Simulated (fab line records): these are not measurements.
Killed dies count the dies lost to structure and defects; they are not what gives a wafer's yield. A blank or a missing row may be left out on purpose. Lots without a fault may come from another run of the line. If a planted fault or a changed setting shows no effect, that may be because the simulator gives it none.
Comparing a struck lot with a sound one	flow sky130	28 out of 708 route steps
Sound: the wafers L960.1, L960.3, L960.6. Struck: wafers L974.3, L974.4, L974.6. Last of all comes the cause.
Order at every step that has rows: each side's tool, ch and its chambers, its first start. Under that, the readings that differ: sound wafers	struck wafers	difference of the means	sigmas: that difference in standard deviations of wafers without a fault.
alike: readings whose means differ by less than 2 such deviations, and words and numbers that are the same on both sides. not compared: withheld readings, readings that some wafer has no value for, bounds like >300 that may hide the same value, and numbers for which the record gives no deviation and whose values overlap.
Wherever a step has rows on one side only, a row that says differs or no value, or a row with sigmas, the two part there. Numbers that don't overlap but have no deviation are shown without sigmas and don't part them. A reading that every wafer of one side lacks parts them only if that side has two wafers or more.

first, 10 steps without rows for these wafers: SKY_CONTACT_ETCH_18 (etches Si3N4 in CHF3/O2, stops on TiN, time 39 s, target depth 75 nm); SKY_CONTACT_STRIP_19 (strips in O2/N2); SKY_CONTACT_STRIP_20 (strips in post etch residue remover, time 1200 s); SKY_CONTACT_CLEAN_21 (cleans in IPA, time 180 s); SKY_CONTACT_CLEAN_22 (cleans in O3/DIW); SKY_CONTACT_SPUTTER_23 (material TiN, target thk 20 nm, time 80 s); SKY_CONTACT_CVD_24 (deposits W, target thk 340 nm, time 102.12 s); SKY_CONTACT_CMP_27 (polishes, stops on SiO2, t overpolish 15 s, target thk 0 nm); SKY_METAL1_SPUTTER_00 (material Ti, target thk 15 nm, time 10 s); SKY_METAL1_SPUTTER_01 (material TiN, target thk 20 nm, time 16.7 s).
SKY_METAL1_SPUTTER_02: material AlCu, target thk 250 nm, time 13.3 s.
  sound: pvdSputter-01 at day 32 06:11; struck: pvdSputter-01 at day 36 14:34
reading	sound	struck	difference	sigmas
model.AlCu_of_METAL1_SPUTTER_02.thkNm (nm)	245.3 245.1 245.3	136.9 135.9 131.2	-110.6	
  alike: throttleValvePct
then, 2 steps without rows for these wafers: SKY_METAL1_SPUTTER_03 (material Ti, target thk 5 nm, time 3.3 s); SKY_METAL1_SPUTTER_04 (material TiN, target thk 70 nm, time 58.3 s).
SKY_METAL1_RS_MEAS_05: measures by four-point-probe.
  sound: filmMetro-02 at day 32 06:17; struck: filmMetro-04 at day 36 14:42
reading	sound	struck	difference	sigmas
METAL1_ALCU_RS (ohm/sq)	0.1292 0.1293 0.1294	0.2387 0.2405 0.2495	+0.1136	+60
SKY_METAL1_THK_MEAS_06: measures by xrf.
  sound: filmMetro-02 at day 32 06:24; struck: filmMetro-04 at day 36 14:48
reading	sound	struck	difference	sigmas
METAL1_ALCU_THK (nm)	241 242 242	134 134 131	-109	-32
then, 10 steps without rows for these wafers: SKY_METAL1_DEHYDRATE_07 (time 60 s); SKY_METAL1_HMDS_08 (prime time 60 s); SKY_METAL1_COAT_09 (resist thk 60 nm); SKY_METAL1_COAT_10 (resist thk 450 nm); SKY_METAL1_SOFTBAKE_11 (time 90 s); SKY_METAL1_EXPOSE_12 (exposes mask MM1, target cd 140 nm); SKY_METAL1_PEB_13; SKY_METAL1_DEVELOP_14 (develop time 60 s); SKY_METAL1_DESCUM_17 (chemistry O2, time 8 s); SKY_METAL1_ETCH_18 (etches BARC in N2/H2, stops on SiO2, time 45.9 s, target depth 60 nm).
SKY_METAL1_METAL_ETCH_19: etches the open film in Cl2/BCl3, stops on SiO2, target depth 360 nm, time 78 s.
  sound on rieMetal-02 ch 0,1, day 33 09:58; struck on rieMetal-02 ch 0,1, day 37 17:11
reading	sound	struck	difference	sigmas
oesProductAu (a.u.)	0.846 0.847 0.845	0.718 0.724 0.726	-0.123	-17
  alike: bcl3FlowSccm, chamberPressureMTorr, drypumpMotorCurrentA, mfcCl2Sccm, throttleValvePct
  not compared: rfHoursCounterH
then, 1 step without rows for these wafers: SKY_METAL1_STRIP_20 (strips in O2/N2).
-- the record jumps here: 12 days lie between the struck wafers' starts before and after (it left off in module METAL1 and takes up again in module PAD_OPEN, whose first step shown is number 708 of the route) --
SKY_PAD_OPEN_PROBE_99:
  sound: prober-01 at day 46 08:19; struck: prober-01 at day 49 15:30
reading	sound	struck	difference	sigmas
model.etest.met1.lineOhmUm	0.9116 0.9191 0.9057	1.747 1.687 1.765	+0.821	
model.etest.met1.rsOhmSq	0.131 0.1309 0.13	0.2398 0.2443 0.2498	+0.1140	
  alike: defectLimitedYield, killed_at_M0_to_M3, killed_at_M4_up, killedAtContacts, killedAtFrontEnd, killedAtOther, killedDies, killedOpen, killedShort, sort_bin_3_pad_short, sort_bin_5_function, sort_bin_6_memory, sortNPass, sortYieldPct
  not compared: model.etest.met1.rsOhmSqRimLessCentre

WHERE THEY PART
First at SKY_METAL1_RS_MEAS_05; last, within this record, at SKY_METAL1_METAL_ETCH_19. Later steps at which nothing parts them and some readings are alike: SKY_PAD_OPEN_PROBE_99.

WHY: what had been put in by the simulator
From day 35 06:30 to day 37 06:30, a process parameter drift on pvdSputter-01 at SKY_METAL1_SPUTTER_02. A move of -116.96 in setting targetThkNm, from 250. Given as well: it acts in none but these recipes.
